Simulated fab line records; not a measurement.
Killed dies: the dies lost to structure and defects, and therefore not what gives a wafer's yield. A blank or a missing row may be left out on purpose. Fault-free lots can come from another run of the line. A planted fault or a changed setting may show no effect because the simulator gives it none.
Which of the tools did it? / flow gf180mcu / 39 wafers from 13 lots sampled at 4 of the route's 602 steps

WHAT EACH GAUGE READ, for each wafer
GF_NSD_OVL_MEAS_08.
lot=L565; measured=day 13 06:38; on=overlay-01; NSD_OVL (nm)=1.8 -0.2 0.2
lot=L568; measured=day 14 04:35; on=overlay-01; NSD_OVL (nm)=0.5 1.3 -0.2
lot=L570; measured=day 15 01:17; on=overlay-01; NSD_OVL (nm)=1.7 0.1 -0.8
lot=L571; measured=day 15 16:53; on=overlay-01; NSD_OVL (nm)=0.2 1.7 1.4
lot=L578; measured=day 17 21:29; on=overlay-02; NSD_OVL (nm)=-0.6 0.4 -1.2
lot=L580; measured=day 18 11:50; on=overlay-01; NSD_OVL (nm)=3.0 1.9 1.5
lot=L581; measured=day 18 14:37; on=overlay-01; NSD_OVL (nm)=-0.6 0.1 0.4
lot=L582; measured=day 19 05:47; on=overlay-02; NSD_OVL (nm)=0.6 1.6 0.7
lot=L583; measured=day 19 12:26; on=overlay-02; NSD_OVL (nm)=0.7 2.6 3.0
lot=L584; measured=day 19 21:20; on=overlay-01; NSD_OVL (nm)=2.2 0.8 1.7
lot=L585; measured=day 20 14:46; on=overlay-01; NSD_OVL (nm)=3.6 1.4 3.1
lot=L586; measured=day 20 15:43; on=overlay-01; NSD_OVL (nm)=1.0 1.7 0.0
lot=L587; measured=day 21 02:35; on=overlay-02; NSD_OVL (nm)=0.1 0.2 -0.2

GF_NSD_TW_MEAS_12.
lot=L565; measured=day 13 07:04; on=filmMetro-03; NSD_TW=4258 4263 4233
lot=L568; measured=day 14 05:04; on=filmMetro-03; NSD_TW=4267 4250 4244
lot=L570; measured=day 15 01:44; on=filmMetro-03; NSD_TW=4264 4268 4264
lot=L571; measured=day 15 17:19; on=filmMetro-04; NSD_TW=4256 4250 4249
lot=L578; measured=day 17 21:56; on=filmMetro-04; NSD_TW=4294 4295 4297
lot=L580; measured=day 18 12:16; on=filmMetro-03; NSD_TW=4267 4291 4281
lot=L581; measured=day 18 15:04; on=filmMetro-04; NSD_TW=4249 4268 4238
lot=L582; measured=day 19 06:13; on=filmMetro-03; NSD_TW=4245 4255 4248
lot=L583; measured=day 19 12:52; on=filmMetro-04; NSD_TW=4267 4271 4258
lot=L584; measured=day 19 21:47; on=filmMetro-03; NSD_TW=4289 4276 4241
lot=L585; measured=day 20 15:14; on=filmMetro-03; NSD_TW=4290 4280 4284
lot=L586; measured=day 20 16:10; on=filmMetro-03; NSD_TW=4276 4239 4268
lot=L587; measured=day 21 03:01; on=filmMetro-04; NSD_TW=4274 4293 4277

GF_SAB_CD_MEAS_09: the cd target is 420 nm.
lot=L565; measured=day 15 00:30; on=cdSem-01; cdNm (nm)=420.5 421.4 420.7
lot=L568; measured=day 16 00:02; on=cdSem-02; cdNm (nm)=421.2 421.0 418.7
lot=L570; measured=day 16 22:16; on=cdSem-01; cdNm (nm)=421.9 425.2 422.8
lot=L571; measured=day 17 13:57; on=cdSem-02; cdNm (nm)=482.3 483.7 482.6
lot=L578; measured=day 19 22:49; on=cdSem-01; cdNm (nm)=416.3 415.9 416.6
lot=L580; measured=day 20 12:53; on=cdSem-02; cdNm (nm)=422.2 421.6 420.5
lot=L581; measured=day 20 15:18; on=cdSem-01; cdNm (nm)=420.2 421.6 419.8
lot=L582; measured=day 21 07:21; on=cdSem-02; cdNm (nm)=423.7 423.1 422.7
lot=L583; measured=day 21 13:18; on=cdSem-02; cdNm (nm)=419.6 420.0 419.5
lot=L584; measured=day 21 22:13; on=cdSem-02; cdNm (nm)=419.9 416.6 421.1
lot=L585; measured=day 22 14:54; on=cdSem-02; cdNm (nm)=421.8 420.1 421.8
lot=L586; measured=day 22 16:05; on=cdSem-02; cdNm (nm)=421.6 420.0 420.6
lot=L587; measured=day 23 02:00; on=cdSem-01; cdNm (nm)=419.0 420.0 419.5

EACH LOT AND THE TOOL THAT RAN IT (in order: tool; ch and the chambers of the sampled wafers; start)
lot=L565; GF_SAB_EXPOSE_06=ilineStepper-02 ch 0, day 14 14:40
lot=L568; GF_SAB_EXPOSE_06=ilineStepper-02 ch 0, day 15 13:20
lot=L570; GF_SAB_EXPOSE_06=ilineStepper-01 ch 0, day 16 11:10
lot=L571; GF_SAB_EXPOSE_06=ilineStepper-01 ch 0, day 17 02:24
lot=L578; GF_SAB_EXPOSE_06=ilineStepper-02 ch 0, day 19 10:24
lot=L580; GF_SAB_EXPOSE_06=ilineStepper-01 ch 0, day 20 01:24
lot=L581; GF_SAB_EXPOSE_06=ilineStepper-01 ch 0, day 20 03:41
lot=L582; GF_SAB_EXPOSE_06=ilineStepper-01 ch 0, day 20 19:56
lot=L583; GF_SAB_EXPOSE_06=ilineStepper-01 ch 0, day 21 02:22
lot=L584; GF_SAB_EXPOSE_06=ilineStepper-02 ch 0, day 21 09:57
lot=L585; GF_SAB_EXPOSE_06=ilineStepper-01 ch 0, day 22 04:09
lot=L586; GF_SAB_EXPOSE_06=ilineStepper-02 ch 0, day 22 05:11
lot=L587; GF_SAB_EXPOSE_06=ilineStepper-02 ch 0, day 22 14:27
- GF_SAB_EXPOSE_06: exposes mask SAB, target cd 420 nm.

WHAT THE TOOLS THEMSELVES READ (means of the sampled wafers that have a number; where no wafer has one, the mark that the record gives instead)
GF_SAB_EXPOSE_06.
lot=L565; tool=ilineStepper-02; stageVelMmS (mm/s)=500.36
lot=L568; tool=ilineStepper-02; stageVelMmS (mm/s)=500.01
lot=L570; tool=ilineStepper-01; stageVelMmS (mm/s)=499.85
lot=L571; tool=ilineStepper-01; stageVelMmS (mm/s)=499.96
lot=L578; tool=ilineStepper-02; stageVelMmS (mm/s)=499.97
lot=L580; tool=ilineStepper-01; stageVelMmS (mm/s)=499.92
lot=L581; tool=ilineStepper-01; stageVelMmS (mm/s)=499.61
lot=L582; tool=ilineStepper-01; stageVelMmS (mm/s)=499.70
lot=L583; tool=ilineStepper-01; stageVelMmS (mm/s)=499.86
lot=L584; tool=ilineStepper-02; stageVelMmS (mm/s)=500.10
lot=L585; tool=ilineStepper-01; stageVelMmS (mm/s)=499.68
lot=L586; tool=ilineStepper-02; stageVelMmS (mm/s)=500.10
lot=L587; tool=ilineStepper-02; stageVelMmS (mm/s)=500.16

THE ANSWER, worked out from the rows above alone
Rule: the usual values come from the lots themselves. Put in order of their means at a reading, lots are off if they are a third of the lots or fewer, leave a main group of 4 or more, and stand apart from it by a gap of 3 or more times the standard deviation of the main group's means; of several such gaps the widest counts. Not used: any main group whose means are identical at the precision the tables above print for the reading. Also off: a lot with no number at a reading for which 4 or more lots have one. Any other lot the step has rows for is counted as sound. The gauges are gone through in route order, then the tools' own readings, and for those a lot's mean is taken as printed above. At the first step where some lot is off, the reading lying furthest off is the one used; lots without a number count as furthest.
Off: L571, at GF_SAB_CD_MEAS_09 (cdNm). Mean 420.5 nm and standard deviation 1.8 in the main group.
If a tool, at a process step before that reading, ran all the lots that are off and no sound lot after the first of them, it fits. The gauges at GF_SAB_CD_MEAS_09 are tried like those tools. Not one of the candidates tried fits.

WHAT THE SIMULATOR PUT IN
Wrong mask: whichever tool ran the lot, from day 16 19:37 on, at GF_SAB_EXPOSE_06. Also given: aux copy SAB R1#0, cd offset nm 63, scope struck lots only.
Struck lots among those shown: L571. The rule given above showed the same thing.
